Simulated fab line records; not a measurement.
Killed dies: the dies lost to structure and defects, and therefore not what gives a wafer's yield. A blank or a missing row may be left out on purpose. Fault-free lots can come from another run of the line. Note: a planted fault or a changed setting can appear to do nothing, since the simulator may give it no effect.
Which of the tools did it?    flow gf180mcu    Sampling: 12 lots, 36 wafers, 5 of 602 route steps

## WHAT THE GAUGES READ, wafer by wafer
GF_V3_THK_MEAS_03. Usual: V3_CVD_02_THK gives 851 nm (standard deviation 13).
lot   measured      on             V3_CVD_02_THK (nm)  flag
L760  day 21 18:01  film_metro-01  851 848 883         
L762  day 22 12:00  film_metro-03  855 871 859         
L763  day 22 13:19  film_metro-01  835 847 839         
L764  day 23 05:44  film_metro-03  855 869 857         
L766  day 23 21:26  film_metro-02  829 842 857         
L768  day 24 09:57  film_metro-03  855 865 873         
L771  day 25 06:35  film_metro-02  869 854 871         
L772  day 25 16:25  film_metro-03  832 839 836         
L776  day 27 03:20  film_metro-01  830 848 863         
L777  day 27 07:50  film_metro-01  829 847 853         
L781  day 28 07:18  film_metro-03  832 833 840         
L782  day 29 01:44  film_metro-01  866 869 869         

## TOOL THAT RAN EACH LOT (tool first, then ch and the chambers of the sampled wafers, then the start)
lot   GF_STI_ETCH_14                   GF_STI_STRIP_15                      GF_V2_CVD_23                   GF_M3_METAL_ETCH_16
L760  rie_si-01 ch 0,1,2, day 2 03:35  plasma_asher-01 ch 0,1, day 2 03:40  cvd_w-01 ch 0,1, day 20 16:04  rie_metal-04 ch 0,1, day 21 16:49
L762  rie_si-02 ch 0,2, day 2 11:49    plasma_asher-02 ch 0,1, day 2 11:53  cvd_w-02 ch 0,1, day 21 10:08  rie_metal-04 ch 0, day 22 10:51
L763  rie_si-02 ch 0,1,2, day 2 17:19  plasma_asher-04 ch 0,1, day 2 17:23  cvd_w-02 ch 0,1, day 21 11:44  rie_metal-02 ch 0,1, day 22 12:05
L764  rie_si-02 ch 0,1,3, day 2 22:11  plasma_asher-02 ch 0,1, day 2 22:17  cvd_w-02 ch 0,1, day 22 04:55  rie_metal-02 ch 0,1, day 23 04:54
L766  rie_si-01 ch 0,1, day 3 08:35    plasma_asher-02 ch 0,1, day 3 08:41  cvd_w-01 ch 0,1, day 22 21:08  rie_metal-04 ch 0,1, day 23 20:36
L768  rie_si-02 ch 0,2, day 3 19:11    plasma_asher-01 ch 0,1, day 3 19:16  cvd_w-01 ch 0,1, day 23 10:05  rie_metal-04 ch 0,1, day 24 09:05
L771  rie_si-02 ch 0,3, day 4 10:14    plasma_asher-01 ch 0,1, day 4 10:19  cvd_w-01 ch 1, day 24 07:04    rie_metal-02 ch 0,1, day 25 05:43
L772  rie_si-01 ch 1,2,3, day 4 15:04  plasma_asher-01 ch 0,1, day 4 15:08  cvd_w-02 ch 0,1, day 24 17:07  rie_metal-02 ch 0,1, day 25 15:31
L776  rie_si-02 ch 0,2,3, day 5 13:02  plasma_asher-04 ch 0,1, day 5 13:07  cvd_w-02 ch 0, day 26 04:36    rie_metal-01 ch 0,1, day 27 02:26
L777  rie_si-01 ch 0,1,2, day 5 16:20  plasma_asher-01 ch 0,1, day 5 16:27  cvd_w-01 ch 0,1, day 26 09:31  rie_metal-04 ch 0,1, day 27 06:59
L781  rie_si-02 ch 0,1,3, day 6 13:49  plasma_asher-01 ch 0,1, day 6 13:53  cvd_w-01 ch 0,1, day 27 09:37  rie_metal-04 ch 0,1, day 28 06:26
L782  rie_si-01 ch 0,1,3, day 6 20:47  plasma_asher-01 ch 0,1, day 6 20:52  cvd_w-01 ch 0,1, day 28 04:14  rie_metal-01 ch 0,1, day 29 00:53
- GF_STI_ETCH_14: etches Si in HBr/Cl2/O2, target depth 360 nm, time 102.9 s.
- GF_STI_STRIP_15: strips in O2/N2.
- GF_V2_CVD_23: deposits W, target thk 350 nm, time 104.94 s.
- GF_M3_METAL_ETCH_16: etches the open film in Cl2/BCl3, stops on SiO2, target depth 750.8 nm, time 125.1 s.

## AS READ BY THE TOOLS THEMSELVES (means over the sampled wafers that have a number; for cases with no such wafer, the mark the record gives instead)
GF_STI_ETCH_14. Usual: drypump_motor_current_A 5.8 A, standard deviation 0.31; oes_product_au 1.000 a.u., standard deviation 0.012; throttle_valve_pct 25.657 %, standard deviation 0.01.
lot   tool       drypump_motor_current_A (A)  oes_product_au (a.u.)  throttle_valve_pct (%)  flag
L760  rie_si-01  5.9                          1.001                  25.659                  
L762  rie_si-02  5.7                          0.993                  25.656                  
L763  rie_si-02  5.5                          0.993                  25.658                  
L764  rie_si-02  5.6                          1.005                  25.657                  
L766  rie_si-01  5.7                          1.006                  25.656                  
L768  rie_si-02  5.6                          1.011                  25.654                  
L771  rie_si-02  5.7                          1.002                  25.648                  
L772  rie_si-01  5.9                          1.007                  25.661                  
L776  rie_si-02  5.7                          1.028                  25.637                  
L777  rie_si-01  5.9                          0.993                  25.651                  
L781  rie_si-02  5.6                          1.022                  25.639                  
L782  rie_si-01  5.9                          1.010                  25.658                  

GF_STI_STRIP_15. Usual: drypump_motor_current_A 5.8 A, standard deviation 0.4; heater_power_w 337 W, standard deviation 37; oes_product_au 0.384 a.u., standard deviation 0.0049; platen_temp_c 250.00 C, standard deviation 0.2; strip_time_to_endpoint_s 3.73 s, standard deviation 0.05.
lot   tool             drypump_motor_current_A (A)  heater_power_w (W)  oes_product_au (a.u.)  platen_temp_c (C)  strip_time_to_endpoint_s (s)  flag
L760  plasma_asher-01  6.3                          352                 0.388                  250.15             3.77                          
L762  plasma_asher-02  5.6                          367                 0.388                  249.84             3.75                          
L763  plasma_asher-04  5.4                          302                 0.385                  249.85             3.75                          
L764  plasma_asher-02  5.6                          369                 0.388                  250.06             3.78                          
L766  plasma_asher-02  5.5                          365                 0.387                  249.90             3.75                          
L768  plasma_asher-01  6.3                          347                 0.385                  249.96             3.69                          
L771  plasma_asher-01  6.3                          353                 0.380                  249.81             3.72                          
L772  plasma_asher-01  6.1                          328                 0.386                  250.15             3.72                          
L776  plasma_asher-04  5.7                          294                 0.380                  249.88             3.70                          
L777  plasma_asher-01  6.3                          353                 0.385                  249.92             3.68                          
L781  plasma_asher-01  6.3                          352                 0.379                  250.05             3.68                          
L782  plasma_asher-01  6.3                          353                 0.375                  250.12             3.61                          

GF_V2_CVD_23. Usual: 812 W for heater_power_w, sd 38.
lot   tool      heater_power_w (W)  flag
L760  cvd_w-01  824                 
L762  cvd_w-02  787                 
L763  cvd_w-02  817                 
L764  cvd_w-02  791                 
L766  cvd_w-01  832                 
L768  cvd_w-01  841                 
L771  cvd_w-01  836                 
L772  cvd_w-02  819                 
L776  cvd_w-02  849                 
L777  cvd_w-01  814                 
L781  cvd_w-01  824                 
L782  cvd_w-01  843                 

GF_M3_METAL_ETCH_16. Usual: bcl3_flow_sccm 39.99 sccm, standard deviation 0.13; drypump_motor_current_A 5.9 A, standard deviation 0.41; oes_product_au 0.990 a.u., standard deviation 0.0058; throttle_valve_pct 28.231 %, standard deviation 0.0098.
lot   tool          bcl3_flow_sccm (sccm)  drypump_motor_current_A (A)  oes_product_au (a.u.)  throttle_valve_pct (%)  flag
L760  rie_metal-04  40.13                  5.8                          0.991                  28.228                  
L762  rie_metal-04  40.06                  5.5                          0.986                  28.238                  
L763  rie_metal-02  40.02                  6.0                          0.995                  28.233                  
L764  rie_metal-02  39.95                  6.0                          0.994                  28.224                  
L766  rie_metal-04  40.05                  5.7                          0.986                  28.244                  
L768  rie_metal-04  40.10                  5.7                          0.983                  28.232                  
L771  rie_metal-02  39.99                  5.6                          0.989                  28.217                  
L772  rie_metal-02  39.93                  5.6                          0.992                  28.229                  
L776  rie_metal-01  40.05                  6.2                          0.994                  28.234                  
L777  rie_metal-04  40.02                  5.8                          0.990                  28.233                  
L781  rie_metal-04  40.09                  5.7                          0.987                  28.239                  
L782  rie_metal-01  39.92                  6.2                          0.989                  28.227                  

## THE ANSWER, worked out from the rows above alone
Rule: take the mean of a lot's wafers that have a number; if it is more than 3 standard deviations from the usual mean, the lot is off. Also off: a lot with no number at a reading for which 4 or more lots have one. Any other lot the step has rows for is counted as sound. First the gauges in route order, then the tools' own readings, where a lot's mean is used as printed above. At the first step where some lot is off, the reading lying furthest off is the one used; lots without a number count as furthest.
No lot is off on any of the readings shown, so nothing can be concluded from this.

## WHAT HAD BEEN PUT IN BY THE SIMULATOR
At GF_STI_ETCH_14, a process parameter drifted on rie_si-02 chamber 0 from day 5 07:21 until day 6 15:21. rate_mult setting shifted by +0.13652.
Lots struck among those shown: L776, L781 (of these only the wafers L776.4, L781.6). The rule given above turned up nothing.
